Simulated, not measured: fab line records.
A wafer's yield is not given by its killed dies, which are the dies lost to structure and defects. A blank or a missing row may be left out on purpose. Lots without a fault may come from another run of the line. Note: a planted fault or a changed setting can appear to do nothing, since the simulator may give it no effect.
Matching of chambers ; flow sky130 ; 4 sister chambers for SKY_VIA1_ETCH_15 on rieDiel-03
The step etches SiO2 in C4F8/O2/Ar, stops on TiN, target depth 351 nm, time 54 s. 8 wafers are shown with their chamber, then 9 later ones without.

## WAFERS PAIRED WITH THEIR CHAMBERS
wafer;chamber;oesProductAu (a.u.)
L088.5;3;0.988
L088.6;2;0.976
L089.2;3;0.983
L089.3;1;0.983
L089.6;0;0.982
L090.2;1;0.985
L090.4;2;0.973
L090.5;0;0.990

## WAFERS WHOSE CHAMBER IS MISSING
wafer;oesProductAu (a.u.)
L092.3;0.986
L092.4;0.984
L092.5;0.990
L094.1;0.979
L094.2;0.984
L094.3;0.988
L096.3;0.977
L096.5;0.989
L096.6;0.978

## WHICH CHAMBER EACH ONE RAN IN
wafer;from the rows above;in truth
L092.3;can't be placed: 0 or 3 or 1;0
L092.4;can't be placed: 1 or 3 or 0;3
L092.5;can't be placed: 0 or 3 or 1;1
L094.1;can't be placed: 2 or 1 or 3 or 0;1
L094.2;can't be placed: 1 or 3 or 0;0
L094.3;can't be placed: 0 or 3 or 1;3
L096.3;can't be placed: 2 or 1 or 3 or 0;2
L096.5;can't be placed: 0 or 3 or 1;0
L096.6;can't be placed: 2 or 1 or 3 or 0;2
Correct placement for 0 of the 9. From these rows, 9 cannot be placed; in 9 the true chamber is one of the candidates. Number placed wrongly: 0.
How it was worked out, from the rows above alone: a wafer's distance from a chamber is the root of the sum, over the readings, of the square of ((its reading less the chamber's mean) divided by the reading's scatter). The wafer belongs to the nearest chamber; if the next one is less than 2 further off, it can't be placed. Each chamber's mean is taken over the wafers shown for it. The scatter: the root of (the sum of the squares of (reading less its chamber's mean) over the shown wafers, divided by (wafers less chambers)).
